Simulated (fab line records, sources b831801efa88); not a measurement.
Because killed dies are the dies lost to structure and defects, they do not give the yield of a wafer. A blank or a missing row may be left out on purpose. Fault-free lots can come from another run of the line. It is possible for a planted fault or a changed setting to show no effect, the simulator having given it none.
fab line records	flow sky130
record: lots: 6	wafers: 18	last-day: 50
route steps=708 shown METAL4@627 VIA4@639 PAD_OPEN@708
lots untouched by any fault: they come from a run of this same line in which no faults occurred
start-h: the number of hours between the record's first day and the start of the first shown wafer of the lot	wait-h: hours elapsed since this lot's preceding step	" same as the row above	L1.1+2: one row covering several wafers at once	- no value, or no start given	* or withheld: withheld	< > ~ a bound
route shown NAME@n: a module of which the file shows steps, and the number in the route of the first	usual: the fault-free wafers' mean and standard deviation	same: alike in all rows	chamber/n: place in a boat	sites: readings site by site	_std_site: standard deviation across them	_edge_site: mean of outer sites minus mean of inner sites	radius-mm: how far each site lies from the wafer's centre	mask NAME#n: copy n	behind: the tool/chamber that last shaped the wafer	hold: what put the lot on hold/how long, in hours/how the hold closed	device: transistor that didn't switch, given as n, p or np	end of line: tests run on the same wafers once the route is complete	a step without rows: its recipe alone	killed: at the first sort, the dies lost to defects and structure; wafer yield is something else	map: shows each die of a wafer: x if killed, . if not, _ if none is there
set.NAME: setting as actually run; set.NAME@STEP: the setting as run at that earlier step	model.NAME: the simulator's own value behind a step, which no gauge read
lots seen at some steps along the route; tables by step, rows by wafer
services: from which hour (start-h, from the record's first day; less than 0 if before it) a tool's chamber was out of use, for how many hours, and why
== steps ==
step: SKY_METAL4_PEB_11
recipe: peb-temp-c: withheld	peb-time-s: withheld	resist: KrF-thick
step: SKY_METAL4_DEVELOP_12
recipe: develop-time-s: 60	resist: KrF-thick	dev-temp-c: 21
step: SKY_METAL4_CD_MEAS_13
recipe: target-cd-nm: 300
usual: cd-nm: 299.9/1.5
lot.wafer	tool	chamber	start-h	wait-h	cd-nm
L838.1	cd-sem-01	-	1003.87	-	300.0
L838.4	"	-	"	"	299.5
L838.6	"	-	"	"	300.8
L844.1	cd-sem-02	-	1047.44	-	299.8
L844.2	"	-	"	"	301.8
L844.5	"	-	"	"	300.7
L847.2	cd-sem-02	-	1080.16	-	301.6
L847.3	"	-	"	"	300.6
L847.5	"	-	"	"	298.8
L846.2	cd-sem-01	-	1081.77	-	298.2
L846.3	"	-	"	"	299.4
L846.5	"	-	"	"	299.1
L845.2	cd-sem-01	-	1083.72	-	302.2
L845.3	"	-	"	"	302.7
L845.4	"	-	"	"	300.7
L857.1	cd-sem-01	-	1127.24	-	303.0
L857.3	"	-	"	"	302.5
L857.4	"	-	"	"	300.4
step: SKY_METAL4_OVL_MEAS_14
usual: METAL4_OVL: 1/6
lot.wafer	tool	chamber	start-h	wait-h	METAL4_OVL[nm]
L838.1	overlay-01	-	1003.99	0.1	-6
L838.4	"	-	"	"	-3
L838.6	"	-	"	"	0
L844.1	overlay-02	-	1047.56	0.1	4
L844.2	"	-	"	"	-8
L844.5	"	-	"	"	5
L847.2	overlay-02	-	1080.26	0.1	0
L847.3	"	-	"	"	0
L847.5	"	-	"	"	-1
L846.2	overlay-02	-	1081.88	0.1	-5
L846.3	"	-	"	"	11
L846.5	"	-	"	"	8
L845.2	overlay-02	-	1083.83	0.1	5
L845.3	"	-	"	"	-1
L845.4	"	-	"	"	-9
L857.1	overlay-01	-	1127.36	0.1	0
L857.3	"	-	"	"	6
L857.4	"	-	"	"	13
step: SKY_METAL4_DESCUM_15
recipe: chemistry: O2	source-power-w: 150	bias-power-w: 0	pressure-mtorr: 10	temp-c: 40	time-s: 8
usual: chamber-pressure-mTorr: 10.000/0.0095	drypump-motor-current-A: 5.8/0.41	oes-product-au: 1.000/0.0099
lot.wafer	tool	chamber	start-h	wait-h	chamber-pressure-mTorr	drypump-motor-current-A	oes-product-au	rf-hours-counter-h
L838.1	rie-metal-03	1	1004.02	0.0	9.989	5.7	1.003	3
L838.4	"	0	"	"	9.990	6.5	0.995	-
L838.6	"	1	"	"	9.989	5.7	1.002	-
L844.1	rie-metal-01	0	1047.59	0.0	9.995	5.9	0.990	15
L844.2	"	1	"	"	9.999	5.2	1.001	12
L844.5	"	0	"	"	10.004	5.9	0.989	-
L847.2	rie-metal-03	1	1080.30	0.0	9.990	5.7	1.012	-
L847.3	"	1	"	"	9.988	5.7	1.008	-
L847.5	"	1	"	"	9.974	5.7	1.002	-
L846.2	rie-metal-03	1	1081.92	0.0	9.996	5.7	1.002	-
L846.3	"	1	"	"	9.994	5.7	1.007	-
L846.5	"	1	"	"	9.982	5.7	1.002	-
L845.2	rie-metal-03	1	1083.87	0.0	9.989	5.7	1.006	-
L845.3	"	1	"	"	9.997	5.7	1.014	-
L845.4	"	1	"	"	10.002	5.7	1.015	-
L857.1	rie-metal-03	0	1127.39	0.0	10.003	6.5	0.996	2
L857.3	"	1	"	"	10.012	5.7	1.004	-
L857.4	"	0	"	"	9.995	6.5	1.003	-
step: SKY_METAL4_ETCH_16
recipe: chemistry: N2/H2	target: BARC	ion-energy-ev: 200	bias-w: 100	pressure-mtorr: 30	n2-flow-sccm: 100	h2-flow-sccm: 200	icp-w: 500	stop-on: SiO2	time-s: 88.2	target-depth-a: 600
usual: chamber-pressure-mTorr: 29.999/0.027	drypump-motor-current-A: 5.8/0.41	oes-product-au: 0.626/0.0045	throttle-valve-pct: 13.205/0.009
lot.wafer	tool	chamber	start-h	wait-h	chamber-pressure-mTorr	drypump-motor-current-A	oes-product-au	rf-hours-counter-h	throttle-valve-pct
L838.1	rie-metal-03	1	1004.05	0.0	30.021	5.7	0.630	3	13.208
L838.4	"	0	"	"	30.004	6.5	0.631	-	13.190
L838.6	"	1	"	"	29.992	5.7	0.627	-	13.212
L844.1	rie-metal-01	0	1047.62	0.0	30.024	5.9	0.632	15	13.202
L844.2	"	1	"	"	30.043	5.2	0.635	12	13.198
L844.5	"	0	"	"	29.996	5.9	0.626	-	13.199
L847.2	rie-metal-03	1	1080.39	0.1	29.980	5.7	0.628	-	13.211
L847.3	"	1	"	"	30.004	5.7	0.622	-	13.209
L847.5	"	1	"	"	30.039	5.7	0.627	-	13.201
L846.2	rie-metal-03	1	1082.00	0.1	30.021	5.7	0.630	-	13.215
L846.3	"	1	"	"	29.996	5.7	0.619	-	13.210
L846.5	"	1	"	"	30.040	5.7	0.629	-	13.204
L845.2	rie-metal-03	1	1083.95	0.1	30.030	5.7	0.625	-	13.207
L845.3	"	1	"	"	29.989	5.7	0.622	-	13.197
L845.4	"	1	"	"	29.990	5.7	0.623	-	13.211
L857.1	rie-metal-03	0	1127.42	0.0	29.925	6.5	0.626	2	13.202
L857.3	"	1	"	"	29.969	5.7	0.627	-	13.197
L857.4	"	0	"	"	30.011	6.5	0.626	-	13.200
step: SKY_METAL4_ETCH_17
recipe: target: SiO2	stop-on: TiN	chemistry: C4F8/O2/Ar	source-w: 1500	bias-w: 1200	pressure-mtorr: 40	c4f8-flow-sccm: withheld	O2_flow_sccm: 6	Ar_flow_sccm: 300	time-s: 3.9	target-depth-a: 150
usual: chamber-pressure-mTorr: 40.01/0.035	oes-product-au: 0.752/0.0069
lot.wafer	tool	chamber	start-h	wait-h	chamber-pressure-mTorr	oes-product-au	rf-hours-counter-h
L838.1	rie-diel-04	0	1004.15	0.1	39.99	0.753	14
L838.4	"	1	"	"	40.01	0.758	16
L838.6	"	3	"	"	40.05	0.755	-
L844.1	rie-diel-02	1	1047.72	0.1	39.99	0.743	23
L844.2	"	0	"	"	40.05	0.748	7
L844.5	"	2	"	"	40.01	0.751	-
L847.2	rie-diel-01	2	1080.55	0.1	40.05	0.747	7
L847.3	"	3	"	"	39.94	0.739	13
L847.5	"	3	"	"	40.06	0.750	-
L846.2	rie-diel-01	3	1082.17	0.1	39.96	0.746	13
L846.3	"	2	"	"	40.02	0.754	7
L846.5	"	3	"	"	39.95	0.744	-
L845.2	rie-diel-04	3	1084.12	0.1	40.02	0.762	14
L845.3	"	1	"	"	39.98	0.746	19
L845.4	"	0	"	"	40.07	0.759	16
L857.1	rie-diel-02	0	1127.52	0.1	39.99	0.744	10
L857.3	"	1	"	"	40.01	0.752	26
L857.4	"	2	"	"	39.97	0.761	17
step: SKY_METAL4_METAL_ETCH_18
recipe: target-depth-a: 8450	stop-on: SiO2	over-etch-frac: 0.3	time-s: 183.1	chemistry: Cl2/BCl3	resist-sidewall-deg: 88	pressure-mtorr: 10	icp-w: 900	bias-w: 48.5	Cl2_flow_sccm: 60	bcl3-flow-sccm: 30
usual: chamber-pressure-mTorr: 10.000/0.0091	drypump-motor-current-A: 6.0/0.44	mfc-cl2-sccm: 60.01/0.18	oes-product-au: 0.866/0.0057	throttle-valve-pct: 22.265/0.009
lot.wafer	tool	chamber	start-h	wait-h	chamber-pressure-mTorr	drypump-motor-current-A	mfc-cl2-sccm	oes-product-au	rf-hours-counter-h	throttle-valve-pct
L838.1	rie-metal-04	1	1004.17	0.0	10.006	6.6	60.04	0.858	5	22.256
L838.4	"	1	"	"	9.988	6.6	60.25	0.868	-	22.256
L838.6	"	0	"	"	9.997	5.8	59.82	0.864	-	22.257
L844.1	rie-metal-03	1	1047.74	0.0	10.011	5.7	60.23	0.873	5	22.263
L844.2	"	0	"	"	9.990	6.5	60.02	0.872	22	22.252
L844.5	"	0	"	"	9.997	6.5	59.99	0.868	-	22.273
L847.2	rie-metal-04	1	1080.57	0.0	10.000	6.5	59.92	0.865	11	22.252
L847.3	"	1	"	"	10.004	6.5	60.12	0.869	-	22.273
L847.5	"	1	"	"	10.013	6.5	59.64	0.870	-	22.253
L846.2	rie-metal-04	1	1082.18	0.0	9.986	6.5	60.14	0.868	11	22.258
L846.3	"	0	"	"	10.002	5.9	59.90	0.868	-	22.249
L846.5	"	0	"	"	10.005	5.9	60.09	0.874	-	22.262
L845.2	rie-metal-01	0	1084.13	0.0	9.997	5.9	59.99	0.868	17	22.272
L845.3	"	0	"	"	10.002	5.9	60.24	0.868	-	22.252
L845.4	"	1	"	"	10.005	5.2	60.12	0.869	-	22.259
L857.1	rie-metal-01	0	1127.54	0.0	10.002	5.9	60.13	0.855	21	22.283
L857.3	"	1	"	"	9.989	5.2	59.97	0.866	-	22.255
L857.4	"	0	"	"	10.002	5.9	60.09	0.865	-	22.278
step: SKY_METAL4_STRIP_19
recipe: chemistry: O2/N2	power-w: 1400	pressure-mtorr: 1500	platen-temp-c: withheld	o2-flow-sccm: 3000	n2-flow-sccm: 300	overash-fraction: 0.5
step: SKY_METAL4_STRIP_20
recipe: chemistry: post-etch-residue-remover	time-s: 1200	temp-c: 72.5
step: SKY_METAL4_CLEAN_21
recipe: chemistry: IPA	time-s: 180	temp-c: 25
step: SKY_METAL4_CLEAN_22
recipe: chemistry: O3/DIW	dry: n2-spin
step: SKY_VIA4_HDPCVD_00
recipe: material: SiO2	target-thk-nm: 1750	sigma-open-frac: 0.3	time-s: 291.7	temp-c: 400	sih4-flow-sccm: 60	pressure-mtorr: 6
usual: sih4-flow-sccm: 60.00/0.17	susceptor-temp-C: 400.05/0.22
lot.wafer	tool	chamber	start-h	wait-h	sih4-flow-sccm	susceptor-temp-C	model.SiO2_of_VIA4_HDPCVD_00.thk-nm
L838.1	hdpcvd-02	2	1004.95	0.0	59.89	399.83	1788
L838.4	"	1	"	"	60.13	400.36	1795
L838.6	"	2	"	"	59.93	399.92	1765
L844.1	hdpcvd-01	2	1048.51	0.0	60.36	400.06	1771
L844.2	"	1	"	"	60.08	400.10	1780
L844.5	"	0	"	"	59.96	400.13	1753
L847.2	hdpcvd-01	1	1081.38	0.0	72.35	400.23	2120
L847.3	"	0	"	"	71.97	400.37	2109
L847.5	"	1	"	"	72.25	400.09	2127
L846.2	hdpcvd-01	2	1082.98	0.0	72.13	400.08	2120
L846.3	"	0	"	"	71.97	399.91	2124
L846.5	"	2	"	"	72.30	400.36	2089
L845.2	hdpcvd-02	1	1084.90	0.0	59.62	400.06	1760
L845.3	"	2	"	"	60.01	400.07	1734
L845.4	"	2	"	"	59.97	400.30	1749
L857.1	hdpcvd-02	1	1128.31	0.0	60.01	399.98	1796
L857.3	"	0	"	"	59.99	399.99	1782
L857.4	"	1	"	"	60.19	400.20	1782
step: SKY_VIA4_THK_MEAS_01
recipe: reads: SiO2_of_VIA4_HDPCVD_00
usual: VIA4_HDPCVD_THK: 1759/17
lot.wafer	tool	chamber	start-h	wait-h	VIA4_HDPCVD_THK[nm]
L838.1	film-metro-02	-	1005.13	0.1	1787
L838.4	"	-	"	"	1796
L838.6	"	-	"	"	1767
L844.1	film-metro-02	-	1048.69	0.1	1773
L844.2	"	-	"	"	1780
L844.5	"	-	"	"	1754
L847.2	film-metro-02	-	1081.57	0.1	2120
L847.3	"	-	"	"	2109
L847.5	"	-	"	"	2127
L846.2	film-metro-03	-	1083.17	0.1	2120
L846.3	"	-	"	"	2124
L846.5	"	-	"	"	2088
L845.2	film-metro-03	-	1085.10	0.1	1761
L845.3	"	-	"	"	1732
L845.4	"	-	"	"	1749
L857.1	film-metro-02	-	1128.58	0.2	1794
L857.3	"	-	"	"	1781
L857.4	"	-	"	"	1782
step: SKY_VIA4_CMP_02
recipe: material: SiO2	down-force-psi: 4	platen-rpm: 60	pad-velocity-m-s: 0.94248
usual: head-pressure-psi: 4.000/0.0088	motor-current-A: 12.8/2	platen-rpm: 60.00/0.042
lot.wafer	tool	chamber	start-h	wait-h	head-pressure-psi	motor-current-A	platen-rpm
L838.4	cmp-02	1	1005.24	0.1	3.994	10.8	60.00
L838.1	"	2	"	"	4.006	15.6	60.03
L838.6	"	0	"	"	4.020	13.3	60.02
L844.1	cmp-01	0	1048.80	0.1	4.004	10.9	60.06
L844.2	"	1	"	"	4.011	10.5	59.98
L844.5	"	0	"	"	4.022	10.8	59.90
L847.2	cmp-01	1	1081.72	0.1	3.997	10.9	60.02
L847.3	"	2	"	"	4.011	17.0	60.04
L847.5	"	0	"	"	3.986	10.4	59.93
L846.3	cmp-01	2	1083.22	0.0	3.988	16.4	59.97
L846.2	"	1	"	"	3.995	10.9	59.98
L846.5	"	3	"	"	4.009	12.7	59.98
L845.2	cmp-01	2	1085.47	0.4	4.007	15.3	60.06
L845.4	"	3	"	"	4.007	13.0	60.02
L845.3	"	0	"	"	3.989	10.6	60.00
L857.3	cmp-01	3	1128.64	0.0	3.996	12.7	60.00
L857.1	"	1	"	"	4.005	10.9	60.04
L857.4	"	2	"	"	3.996	15.7	59.94
step: SKY_PAD_OPEN_PROBE_99
usual: defect-limited-yield: 82.4/2.1	killed_at_M0_to_M3: 44/7.4	killed_at_M4_up: 3.2/2	killed-at-contacts: 24/5.1	killed-at-front-end: 15/4.8	killed-at-other: 0.2/0.46	killed-dies: 86/10	killed-open: 47/7.5	killed-short: 39/7	sort_bin_3_pad_short: 0.9/0.4	sort_bin_5_function: 10.4/1.5	sort_bin_6_memory: 6.3/1.2	sort-n-pass: 406/10	sort-yield-pct: 82.4/2.1
same: gross-dies: 492	killed-at-back-side: 0	sort_bin_4_leakage[%]: 0	sort_bin_8_speed[%]: 0
lot.wafer	tool	chamber	start-h	wait-h	defect-limited-yield[%]	killed_at_M0_to_M3	killed_at_M4_up	killed-at-contacts	killed-at-front-end	killed-at-other	killed-dies	killed-open	killed-short	sort_bin_3_pad_short[%]	sort_bin_5_function[%]	sort_bin_6_memory[%]	sort-n-pass	sort-yield-pct[%]
L838.1	prober-02	-	1096.85	0.1	82.1	49	0	22	17	0	88	53	35	1.0	10.4	6.5	404	82.1
L838.4	prober-02	-	1097.00	0.2	86.2	38	0	17	12	1	68	36	32	0.8	8.5	4.5	424	86.2
L838.6	prober-02	-	1097.10	0.2	80.5	55	3	24	14	0	96	58	38	0.8	11.6	7.1	396	80.5
L847.2	prober-02	-	1163.76	0.1	78.7	61	5	26	13	0	105	53	52	1.6	11.8	7.9	387	78.7
L847.3	prober-02	-	1163.81	0.2	83.3	49	2	21	10	0	82	49	32	1.0	10.4	5.3	410	83.3
L847.5	prober-02	-	1163.91	0.2	82.5	52	0	20	14	0	86	47	39	0.4	9.1	7.9	406	82.5
L845.2	prober-02	-	1167.34	0.1	76.6	51	5	32	27	0	115	60	55	1.8	12.6	8.9	377	76.6
L845.3	prober-02	-	1167.39	0.2	79.3	50	4	28	18	2	102	60	40	1.0	11.6	8.1	390	79.3
L845.4	prober-02	-	1167.44	0.2	83.9	33	4	24	17	1	79	45	32	0.8	9.8	5.5	413	83.9
L857.1	prober-02	-	1211.83	0.1	86.4	38	3	13	12	1	67	36	31	1.2	7.5	4.9	425	86.4
L857.3	prober-02	-	1211.93	0.2	80.3	57	4	23	12	1	97	53	44	0.8	12.2	6.7	395	80.3
L857.4	prober-02	-	1211.98	0.2	85.2	38	4	19	12	0	73	35	38	0.8	8.3	5.7	419	85.2
killed by level:class
L838.1 VIA1:geometric-particle:open=17 CONTACT:geometric-particle:open=7 METAL1:geometric-particle:short=7 LI_CONTACT:geometric-particle:open=6 VIA3:geometric-particle:open=6 CONTACT:geometric-particle:short=6 FIELD_ISO:geometric-particle:open=5 VIA1:geometric-particle:short=4
L838.4 VIA1:geometric-particle:short=8 CONTACT:geometric-particle:open=6 VIA2:geometric-particle:open=6 VIA1:geometric-particle:open=5 VIA3:geometric-particle:open=5 METAL2:geometric-particle:short=4 FIELD_ISO:geometric-particle:open=3 POLY_GATE:geometric-particle:short=3
L838.6 VIA2:geometric-particle:open=14 CONTACT:geometric-particle:open=11 VIA1:geometric-particle:open=9 METAL1:geometric-particle:short=7 VIA3:geometric-particle:open=7 POLY_GATE:geometric-particle:open=6 METAL2:geometric-particle:short=5 LOCAL_INTERCONNECT:geometric-particle:short=4
L847.2 VIA3:geometric-particle:open=11 VIA1:geometric-particle:open=10 METAL1:geometric-particle:short=10 VIA1:geometric-particle:short=10 LI_CONTACT:geometric-particle:open=8 CONTACT:geometric-particle:short=7 FIELD_ISO:geometric-particle:open=5 CONTACT:geometric-particle:open=5
L847.3 VIA2:geometric-particle:open=13 VIA1:geometric-particle:open=11 CONTACT:geometric-particle:open=9 LI_CONTACT:geometric-particle:open=7 METAL1:geometric-particle:short=5 VIA1:geometric-particle:short=4 VIA2:geometric-particle:short=4 FIELD_ISO:geometric-particle:short=3
L847.5 VIA2:geometric-particle:open=11 VIA1:geometric-particle:open=10 CONTACT:geometric-particle:open=9 METAL1:geometric-particle:short=9 METAL2:geometric-particle:short=5 FIELD_ISO:geometric-particle:open=4 LI_CONTACT:geometric-particle:short=4 LI_CONTACT:geometric-particle:open=4
L845.2 VIA1:geometric-particle:open=17 CONTACT:geometric-particle:open=12 FIELD_ISO:geometric-particle:open=8 POLY_GATE:geometric-particle:short=7 LI_CONTACT:geometric-particle:open=7 METAL2:geometric-particle:short=7 FIELD_ISO:geometric-particle:short=6 METAL1:geometric-particle:short=6
L845.3 CONTACT:geometric-particle:open=13 VIA3:geometric-particle:open=11 VIA1:geometric-particle:open=11 METAL2:geometric-particle:short=9 VIA2:geometric-particle:open=8 LI_CONTACT:geometric-particle:open=4 LOCAL_INTERCONNECT:geometric-particle:short=4 CONTACT:geometric-particle:short=4
L845.4 VIA1:geometric-particle:open=11 CONTACT:geometric-particle:open=8 LI_CONTACT:geometric-particle:open=6 FIELD_ISO:geometric-particle:short=5 LOCAL_INTERCONNECT:geometric-particle:short=5 VIA3:geometric-particle:open=5 METAL2:geometric-particle:short=5 FIELD_ISO:geometric-particle:open=3
L857.1 VIA1:geometric-particle:open=9 CONTACT:geometric-particle:open=7 METAL1:geometric-particle:short=6 VIA3:geometric-particle:open=6 METAL2:geometric-particle:short=5 VIA2:geometric-particle:open=5 POLY_GATE:geometric-particle:open=4 POLY_GATE:geometric-particle:short=3
L857.3 VIA1:geometric-particle:open=14 VIA3:geometric-particle:short=8 METAL2:geometric-particle:short=7 VIA3:geometric-particle:open=7 CONTACT:geometric-particle:open=6 LI_CONTACT:geometric-particle:open=5 CONTACT:geometric-particle:short=5 METAL1:geometric-particle:open=5
L857.4 METAL1:geometric-particle:short=6 VIA1:geometric-particle:open=6 CONTACT:geometric-particle:short=6 CONTACT:geometric-particle:open=6 VIA1:geometric-particle:short=6 VIA3:geometric-particle:open=6 METAL2:geometric-particle:short=5 FIELD_ISO:geometric-particle:open=4
== services ==
tool	chamber	start-h	hours	kind
cmp-02	-	985.45	2.4	repair
cmp-02	-	988.12	0.4	repair
cmp-01	-	990.89	0.7	repair
rie-diel-04	2	994.08	6.2	repair
rie-diel-01	3	1006.96	6.3	repair
hdpcvd-02	-	1007.24	2.0	repair
hdpcvd-02	-	1008.46	0.4	repair
rie-diel-02	2	1014.51	4.0	repair
cmp-01	-	1017.92	0.7	repair
hdpcvd-02	0	1024.92	3.8	repair
cmp-02	-	1033.42	1.7	repair
rie-metal-01	1	1047.91	1.8	repair
cmp-01	-	1051.07	0.5	repair
cmp-01	-	1051.89	2.3	repair
hdpcvd-02	-	1072.96	2.8	pm
rie-diel-02	3	1073.81	6.2	repair
rie-metal-01	-	1074.03	2.8	pm
rie-diel-04	0	1075.78	6.2	repair
cmp-01	-	1077.10	2.1	repair
rie-metal-03	-	1084.44	2.8	pm
rie-metal-04	-	1096.20	4.3	pm
cmp-01	-	1099.52	4.6	pm
rie-diel-01	-	1115.16	0.2	repair
hdpcvd-02	2	1119.25	16.0	repair
== key ==
first-sign: step: SKY_VIA4_HDPCVD_00	reading: sih4-flow-sccm	direction: up	sigmas: 71	usual: 60.00	struck: 72.16
effect: step: SKY_VIA4_THK_MEAS_01	reading: VIA4_HDPCVD_THK	direction: up	sigmas: 21	usual: 1759	struck: 2115
model-effect: step: SKY_VIA4_HDPCVD_00	value: SiO2_of_VIA4_HDPCVD_00.thk-nm	without: 1765	struck: 2115
met-at SKY_VIA4_HDPCVD_00
struck-wafers L846.2,L846.3,L846.5,L847.2,L847.3,L847.5
onset-between 1048.51 1081.38
fault: kind: process-parameter-drift	tool: hdpcvd-01	chamber: -	onset-h: 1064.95	steps: SKY_VIA4_HDPCVD_00	channel: sih4-flow-sccm	offset: 12	shape: step	end-h: 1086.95	acts-in: these-recipes-only	stated: 60
